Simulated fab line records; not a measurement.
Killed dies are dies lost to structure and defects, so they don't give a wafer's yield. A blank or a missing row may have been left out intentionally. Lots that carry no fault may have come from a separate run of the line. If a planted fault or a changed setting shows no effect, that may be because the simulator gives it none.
Which tool was responsible? / flow gf180mcu / 36 wafers from 12 lots sampled at 5 of the route's 602 steps

== WHAT THE GAUGES SHOWED, per wafer ==
GF_DUAL_GATE_THK_MEAS_03.
lot=L800; measured=day 7 22:08; on=film metro-02; DUAL_GATE_OXIDATION_00_THK (nm)=10.75 10.92 10.91
lot=L801; measured=day 8 04:53; on=film metro-02; DUAL_GATE_OXIDATION_00_THK (nm)=10.94 10.71 10.89
lot=L803; measured=day 8 11:55; on=film metro-02; DUAL_GATE_OXIDATION_00_THK (nm)=10.70 10.55 10.98
lot=L805; measured=day 9 00:41; on=film metro-04; DUAL_GATE_OXIDATION_00_THK (nm)=10.68 10.37 10.57
lot=L806; measured=day 9 05:58; on=film metro-04; DUAL_GATE_OXIDATION_00_THK (nm)=10.64 10.52 10.49
lot=L812; measured=day 11 04:05; on=film metro-04; DUAL_GATE_OXIDATION_00_THK (nm)=10.69 10.61 10.80
lot=L813; measured=day 11 15:44; on=film metro-02; DUAL_GATE_OXIDATION_00_THK (nm)=17.20 17.22 17.05
lot=L815; measured=day 11 20:26; on=film metro-02; DUAL_GATE_OXIDATION_00_THK (nm)=16.86 16.87 16.95
lot=L818; measured=day 12 20:50; on=film metro-02; DUAL_GATE_OXIDATION_00_THK (nm)=10.84 10.68 10.90
lot=L819; measured=day 13 00:49; on=film metro-04; DUAL_GATE_OXIDATION_00_THK (nm)=10.67 10.68 10.80
lot=L822; measured=day 13 20:06; on=film metro-02; DUAL_GATE_OXIDATION_00_THK (nm)=10.63 10.83 10.59
lot=L823; measured=day 14 02:10; on=film metro-04; DUAL_GATE_OXIDATION_00_THK (nm)=10.90 10.72 10.90

GF_POLY_GATE_THK_MEAS_01.
lot=L800; measured=day 8 17:46; on=film metro-03; POLY_GATE_CVD_00_THK (nm)=200.3 198.7 198.8
lot=L801; measured=day 8 23:50; on=film metro-03; POLY_GATE_CVD_00_THK (nm)=202.1 200.2 202.9
lot=L803; measured=day 9 07:40; on=film metro-04; POLY_GATE_CVD_00_THK (nm)=197.4 198.4 196.6
lot=L805; measured=day 9 21:29; on=film metro-04; POLY_GATE_CVD_00_THK (nm)=200.6 203.2 201.8
lot=L806; measured=day 10 02:01; on=film metro-04; POLY_GATE_CVD_00_THK (nm)=200.7 199.7 197.6
lot=L812; measured=day 12 02:19; on=film metro-03; POLY_GATE_CVD_00_THK (nm)=199.4 200.4 201.4
lot=L813; measured=day 12 15:02; on=film metro-04; POLY_GATE_CVD_00_THK (nm)=197.0 198.8 197.4
lot=L815; measured=day 12 20:44; on=film metro-02; POLY_GATE_CVD_00_THK (nm)=199.8 198.9 199.0
lot=L818; measured=day 13 19:59; on=film metro-02; POLY_GATE_CVD_00_THK (nm)=203.0 205.7 203.0
lot=L819; measured=day 13 23:31; on=film metro-03; POLY_GATE_CVD_00_THK (nm)=199.3 200.6 201.3
lot=L822; measured=day 14 20:43; on=film metro-04; POLY_GATE_CVD_00_THK (nm)=201.1 201.2 202.8
lot=L823; measured=day 15 02:49; on=film metro-04; POLY_GATE_CVD_00_THK (nm)=197.9 199.7 197.0

== EACH LOT AND THE TOOL THAT RAN IT (in order: tool; ch and the chambers of the sampled wafers; start) ==
lot=L800; GF_MVPSD_STRIP_10=plasma asher-02 ch 0,1, day 5 06:21; GF_VT_IMPLANT_STRIP_09=plasma asher-02 ch 0,1, day 5 20:38; GF_DUAL_GATE_OXIDATION_02=furnace-01 ch 0, day 7 20:41
lot=L801; GF_MVPSD_STRIP_10=plasma asher-04 ch 0,1, day 5 10:52; GF_VT_IMPLANT_STRIP_09=plasma asher-02 ch 0,1, day 6 00:35; GF_DUAL_GATE_OXIDATION_02=furnace-01 ch 0, day 8 03:27
lot=L803; GF_MVPSD_STRIP_10=plasma asher-01 ch 0,1, day 5 19:41; GF_VT_IMPLANT_STRIP_09=plasma asher-04 ch 0,1, day 6 10:29; GF_DUAL_GATE_OXIDATION_02=furnace-01 ch 0, day 8 10:28
lot=L805; GF_MVPSD_STRIP_10=plasma asher-04 ch 0,1, day 6 07:18; GF_VT_IMPLANT_STRIP_09=plasma asher-03 ch 0,1, day 6 21:55; GF_DUAL_GATE_OXIDATION_02=furnace-02 ch 0, day 8 23:13
lot=L806; GF_MVPSD_STRIP_10=plasma asher-02 ch 0,1, day 6 11:35; GF_VT_IMPLANT_STRIP_09=plasma asher-02 ch 0,1, day 7 02:50; GF_DUAL_GATE_OXIDATION_02=furnace-02 ch 0, day 9 04:31
lot=L812; GF_MVPSD_STRIP_10=plasma asher-04 ch 0,1, day 8 04:45; GF_VT_IMPLANT_STRIP_09=plasma asher-04 ch 0,1, day 8 20:32; GF_DUAL_GATE_OXIDATION_02=furnace-02 ch 0, day 11 02:38
lot=L813; GF_MVPSD_STRIP_10=plasma asher-04 ch 1, day 8 13:51; GF_VT_IMPLANT_STRIP_09=plasma asher-04 ch 0,1, day 9 06:08; GF_DUAL_GATE_OXIDATION_02=furnace-01 ch 0, day 11 14:16
lot=L815; GF_MVPSD_STRIP_10=plasma asher-02 ch 0,1, day 8 18:52; GF_VT_IMPLANT_STRIP_09=plasma asher-04 ch 0,1, day 9 12:12; GF_DUAL_GATE_OXIDATION_02=furnace-01 ch 0, day 11 18:58
lot=L818; GF_MVPSD_STRIP_10=plasma asher-02 ch 0,1, day 9 13:21; GF_VT_IMPLANT_STRIP_09=plasma asher-03 ch 0,1, day 10 06:59; GF_DUAL_GATE_OXIDATION_02=furnace-02 ch 0, day 12 19:23
lot=L819; GF_MVPSD_STRIP_10=plasma asher-01 ch 0,1, day 9 18:41; GF_VT_IMPLANT_STRIP_09=plasma asher-03 ch 0,1, day 10 11:59; GF_DUAL_GATE_OXIDATION_02=furnace-02 ch 0, day 12 23:22
lot=L822; GF_MVPSD_STRIP_10=plasma asher-02 ch 0,1, day 10 11:28; GF_VT_IMPLANT_STRIP_09=plasma asher-03 ch 0,1, day 11 06:03; GF_DUAL_GATE_OXIDATION_02=furnace-02 ch 0, day 13 18:38
lot=L823; GF_MVPSD_STRIP_10=plasma asher-01 ch 0,1, day 10 17:53; GF_VT_IMPLANT_STRIP_09=plasma asher-04 ch 0,1, day 11 13:01; GF_DUAL_GATE_OXIDATION_02=furnace-02 ch 0, day 14 00:41
- GF_MVPSD_STRIP_10: strips in O2/N2.
- GF_VT_IMPLANT_STRIP_09: strips in O2/N2.
- GF_DUAL_GATE_OXIDATION_02: stabilise 600 s, purge 300 s, target thk 10.887 nm.

== WHAT THE TOOLS THEMSELVES READ (means of the sampled wafers that have a number; where no wafer has one, the mark that the record gives instead) ==
GF_MVPSD_STRIP_10.
lot=L800; tool=plasma asher-02; drypump motor current A (A)=6.1; heater power w (W)=352; n2 flow sccm (sccm)=300.5; oes product au (a.u.)=0.724; strip time to endpoint s (s)=36.95
lot=L801; tool=plasma asher-04; drypump motor current A (A)=5.8; heater power w (W)=338; n2 flow sccm (sccm)=300.2; oes product au (a.u.)=0.720; strip time to endpoint s (s)=36.76
lot=L803; tool=plasma asher-01; drypump motor current A (A)=5.9; heater power w (W)=316; n2 flow sccm (sccm)=300.7; oes product au (a.u.)=0.729; strip time to endpoint s (s)=37.00
lot=L805; tool=plasma asher-04; drypump motor current A (A)=5.8; heater power w (W)=338; n2 flow sccm (sccm)=301.3; oes product au (a.u.)=0.719; strip time to endpoint s (s)=36.90
lot=L806; tool=plasma asher-02; drypump motor current A (A)=6.1; heater power w (W)=348; n2 flow sccm (sccm)=299.9; oes product au (a.u.)=0.726; strip time to endpoint s (s)=37.02
lot=L812; tool=plasma asher-04; drypump motor current A (A)=5.8; heater power w (W)=339; n2 flow sccm (sccm)=300.7; oes product au (a.u.)=0.724; strip time to endpoint s (s)=37.14
lot=L813; tool=plasma asher-04; drypump motor current A (A)=5.8; heater power w (W)=351; n2 flow sccm (sccm)=301.6; oes product au (a.u.)=0.724; strip time to endpoint s (s)=36.95
lot=L815; tool=plasma asher-02; drypump motor current A (A)=6.4; heater power w (W)=331; n2 flow sccm (sccm)=299.5; oes product au (a.u.)=0.720; strip time to endpoint s (s)=36.84
lot=L818; tool=plasma asher-02; drypump motor current A (A)=6.1; heater power w (W)=346; n2 flow sccm (sccm)=299.5; oes product au (a.u.)=0.723; strip time to endpoint s (s)=36.78
lot=L819; tool=plasma asher-01; drypump motor current A (A)=5.9; heater power w (W)=321; n2 flow sccm (sccm)=300.4; oes product au (a.u.)=0.720; strip time to endpoint s (s)=36.93
lot=L822; tool=plasma asher-02; drypump motor current A (A)=6.4; heater power w (W)=332; n2 flow sccm (sccm)=299.8; oes product au (a.u.)=0.720; strip time to endpoint s (s)=37.00
lot=L823; tool=plasma asher-01; drypump motor current A (A)=5.9; heater power w (W)=313; n2 flow sccm (sccm)=300.1; oes product au (a.u.)=0.724; strip time to endpoint s (s)=37.10

GF_VT_IMPLANT_STRIP_09.
lot=L800; tool=plasma asher-02; drypump motor current A (A)=6.0; heater power w (W)=349; n2 flow sccm (sccm)=300.4; oes product au (a.u.)=0.715; strip time to endpoint s (s)=12.66
lot=L801; tool=plasma asher-02; drypump motor current A (A)=6.4; heater power w (W)=332; n2 flow sccm (sccm)=300.1; oes product au (a.u.)=0.720; strip time to endpoint s (s)=12.62
lot=L803; tool=plasma asher-04; drypump motor current A (A)=5.8; heater power w (W)=332; n2 flow sccm (sccm)=300.2; oes product au (a.u.)=0.713; strip time to endpoint s (s)=12.70
lot=L805; tool=plasma asher-03; drypump motor current A (A)=5.0; heater power w (W)=344; n2 flow sccm (sccm)=300.0; oes product au (a.u.)=0.711; strip time to endpoint s (s)=12.60
lot=L806; tool=plasma asher-02; drypump motor current A (A)=6.4; heater power w (W)=332; n2 flow sccm (sccm)=300.2; oes product au (a.u.)=0.717; strip time to endpoint s (s)=12.66
lot=L812; tool=plasma asher-04; drypump motor current A (A)=5.8; heater power w (W)=335; n2 flow sccm (sccm)=299.3; oes product au (a.u.)=0.715; strip time to endpoint s (s)=12.63
lot=L813; tool=plasma asher-04; drypump motor current A (A)=5.8; heater power w (W)=338; n2 flow sccm (sccm)=300.5; oes product au (a.u.)=0.716; strip time to endpoint s (s)=12.66
lot=L815; tool=plasma asher-04; drypump motor current A (A)=5.8; heater power w (W)=333; n2 flow sccm (sccm)=300.0; oes product au (a.u.)=0.713; strip time to endpoint s (s)=12.62
lot=L818; tool=plasma asher-03; drypump motor current A (A)=5.0; heater power w (W)=348; n2 flow sccm (sccm)=300.1; oes product au (a.u.)=0.721; strip time to endpoint s (s)=12.64
lot=L819; tool=plasma asher-03; drypump motor current A (A)=5.5; heater power w (W)=341; n2 flow sccm (sccm)=299.5; oes product au (a.u.)=0.717; strip time to endpoint s (s)=12.64
lot=L822; tool=plasma asher-03; drypump motor current A (A)=5.0; heater power w (W)=343; n2 flow sccm (sccm)=300.1; oes product au (a.u.)=0.715; strip time to endpoint s (s)=12.61
lot=L823; tool=plasma asher-04; drypump motor current A (A)=5.8; heater power w (W)=340; n2 flow sccm (sccm)=300.0; oes product au (a.u.)=0.716; strip time to endpoint s (s)=12.66

GF_DUAL_GATE_OXIDATION_02.
lot=L800; tool=furnace-01; spike tc lower C (C)=898.9
lot=L801; tool=furnace-01; spike tc lower C (C)=898.7
lot=L803; tool=furnace-01; spike tc lower C (C)=899.0
lot=L805; tool=furnace-02; spike tc lower C (C)=900.4
lot=L806; tool=furnace-02; spike tc lower C (C)=901.0
lot=L812; tool=furnace-02; spike tc lower C (C)=900.6
lot=L813; tool=furnace-01; spike tc lower C (C)=898.2
lot=L815; tool=furnace-01; spike tc lower C (C)=899.4
lot=L818; tool=furnace-02; spike tc lower C (C)=901.1
lot=L819; tool=furnace-02; spike tc lower C (C)=900.0
lot=L822; tool=furnace-02; spike tc lower C (C)=899.6
lot=L823; tool=furnace-02; spike tc lower C (C)=901.5

== THE ANSWER, worked out from the rows above alone ==
Rule: usual is defined by the lots themselves. The widest of any qualifying gaps counts: lots, ordered by their means at a reading, are off when they make up no more than a third of the lots, leave a main group of 4 or more, and stand apart from it by 3 or more times the standard deviation of that group's means. Not used: any main group whose means are identical at the precision the tables above print for the reading. Also off: a lot with no number at a reading for which 4 or more lots have one. The other lots that the step has rows for count as sound. After the gauges, taken in route order, come the tools' own readings; for these a lot's mean is taken, as printed above. At the first step where some lot is off, the reading lying furthest off is the one used; lots without a number count as furthest.
Off: L813, L815, at GF_DUAL_GATE_THK_MEAS_03 (DUAL_GATE_OXIDATION_00_THK). Mean 10.73 nm and standard deviation 0.11 in the main group.
If a tool, at a process step before that reading, ran all the lots that are off and no sound lot after the first of them, it fits. Those tools and the gauges at GF_DUAL_GATE_THK_MEAS_03 are tried in the same way. One candidate fits, namely furnace-01 at GF_DUAL_GATE_OXIDATION_02. Its last sound lot is L803 (day 8 10:28), its first lot that is off L813 (day 11 14:16): a fault that began between those two fits.

== WHAT THE SIMULATOR HAD PUT IN ==
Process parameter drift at GF_DUAL_GATE_OXIDATION_02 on furnace-01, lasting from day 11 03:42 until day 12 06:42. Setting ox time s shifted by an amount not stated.
Lots struck among those shown: L813, L815. The same result came from the rule above.
